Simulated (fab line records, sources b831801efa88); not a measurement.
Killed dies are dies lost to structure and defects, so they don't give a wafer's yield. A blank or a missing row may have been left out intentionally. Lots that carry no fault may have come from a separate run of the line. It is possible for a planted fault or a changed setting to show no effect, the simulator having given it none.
Matching of chambers / flow gf180mcu / GF_STI_ETCH_13 on rie-diel-02 has 4 sister chambers
The step etches the open film in CHF3/O2, stops on Si, target depth 282.31 nm, time 112.9 s. 16 wafers are shown with their chamber, then 8 later ones without.

EACH WAFER AND ITS CHAMBER
wafer=L077.3; chamber=3; drypump-motor-current-A (A)=5.9; oes-product-au (a.u.)=0.841; throttle-valve-pct (%)=8.822
wafer=L077.5; chamber=0; drypump-motor-current-A (A)=5.8; oes-product-au (a.u.)=0.839; throttle-valve-pct (%)=8.805
wafer=L077.6; chamber=1; drypump-motor-current-A (A)=5.6; oes-product-au (a.u.)=0.844; throttle-valve-pct (%)=8.815
wafer=L080.3; chamber=1; drypump-motor-current-A (A)=5.6; oes-product-au (a.u.)=0.857; throttle-valve-pct (%)=8.807
wafer=L080.4; chamber=3; drypump-motor-current-A (A)=5.9; oes-product-au (a.u.)=0.844; throttle-valve-pct (%)=8.818
wafer=L080.6; chamber=2; drypump-motor-current-A (A)=4.8; oes-product-au (a.u.)=0.842; throttle-valve-pct (%)=8.814
wafer=L085.2; chamber=3; drypump-motor-current-A (A)=5.9; oes-product-au (a.u.)=0.840; throttle-valve-pct (%)=8.801
wafer=L085.4; chamber=3; drypump-motor-current-A (A)=5.9; oes-product-au (a.u.)=0.837; throttle-valve-pct (%)=8.815
wafer=L085.6; chamber=2; drypump-motor-current-A (A)=4.8; oes-product-au (a.u.)=0.840; throttle-valve-pct (%)=8.815
wafer=L088.1; chamber=2; drypump-motor-current-A (A)=4.9; oes-product-au (a.u.)=0.831; throttle-valve-pct (%)=8.809
wafer=L088.3; chamber=3; drypump-motor-current-A (A)=5.9; oes-product-au (a.u.)=0.839; throttle-valve-pct (%)=8.807
wafer=L088.4; chamber=0; drypump-motor-current-A (A)=5.9; oes-product-au (a.u.)=0.837; throttle-valve-pct (%)=8.818
wafer=L090.3; chamber=3; drypump-motor-current-A (A)=5.9; oes-product-au (a.u.)=0.831; throttle-valve-pct (%)=8.793
wafer=L090.4; chamber=2; drypump-motor-current-A (A)=4.8; oes-product-au (a.u.)=0.840; throttle-valve-pct (%)=8.820
wafer=L090.6; chamber=3; drypump-motor-current-A (A)=5.9; oes-product-au (a.u.)=0.833; throttle-valve-pct (%)=8.826
wafer=L092.1; chamber=2; drypump-motor-current-A (A)=4.8; oes-product-au (a.u.)=0.843; throttle-valve-pct (%)=8.808

SIGNATURES, as means of the wafers listed above
reading=drypump-motor-current-A; chamber 0=5.850; chamber 1=5.600; chamber 2=4.820; chamber 3=5.900; scatter within a chamber=0.0329
reading=oes-product-au; chamber 0=0.83800; chamber 1=0.85050; chamber 2=0.83920; chamber 3=0.83786; scatter within a chamber=0.00502
reading=throttle-valve-pct; chamber 0=8.81150; chamber 1=8.81100; chamber 2=8.81320; chamber 3=8.81171; scatter within a chamber=0.00939
Rule: for a wafer and a chamber, the distance is found by dividing, reading by reading, the gap between the wafer's reading and the chamber's mean by the reading's scatter, squaring, summing and taking the root. The wafer belongs to the nearest chamber; if the next one is less than 2 further off, it can't be placed. The scatter is the square root of a quotient: the sum, over the shown wafers, of each reading's squared deviation from its chamber's mean, divided by wafers minus chambers.

WAFERS WHOSE CHAMBER IS MISSING
wafer=L092.2; drypump-motor-current-A (A)=5.9; oes-product-au (a.u.)=0.835; throttle-valve-pct (%)=8.806
wafer=L092.4; drypump-motor-current-A (A)=4.8; oes-product-au (a.u.)=0.831; throttle-valve-pct (%)=8.805
wafer=L094.1; drypump-motor-current-A (A)=5.8; oes-product-au (a.u.)=0.833; throttle-valve-pct (%)=8.807
wafer=L094.3; drypump-motor-current-A (A)=4.8; oes-product-au (a.u.)=0.833; throttle-valve-pct (%)=8.817
wafer=L094.6; drypump-motor-current-A (A)=5.9; oes-product-au (a.u.)=0.834; throttle-valve-pct (%)=8.806
wafer=L097.1; drypump-motor-current-A (A)=5.9; oes-product-au (a.u.)=0.837; throttle-valve-pct (%)=8.797
wafer=L097.2; drypump-motor-current-A (A)=5.6; oes-product-au (a.u.)=0.835; throttle-valve-pct (%)=8.814
wafer=L097.4; drypump-motor-current-A (A)=6.0; oes-product-au (a.u.)=0.830; throttle-valve-pct (%)=8.812

EACH ONE'S CHAMBER
wafer=L092.2; from the rows above=can't be placed: 3 or 0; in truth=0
wafer=L092.4; from the rows above=2; in truth=2
wafer=L094.1; from the rows above=can't be placed: 0 or 3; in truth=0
wafer=L094.3; from the rows above=2; in truth=2
wafer=L094.6; from the rows above=can't be placed: 3 or 0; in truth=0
wafer=L097.1; from the rows above=can't be placed: 3 or 0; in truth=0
wafer=L097.2; from the rows above=1; in truth=1
wafer=L097.4; from the rows above=can't be placed: 3 or 0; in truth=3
3 of 8 placed correctly. From these rows, 5 cannot be placed; in 5 the true chamber is one of the candidates. 0 placed wrongly.
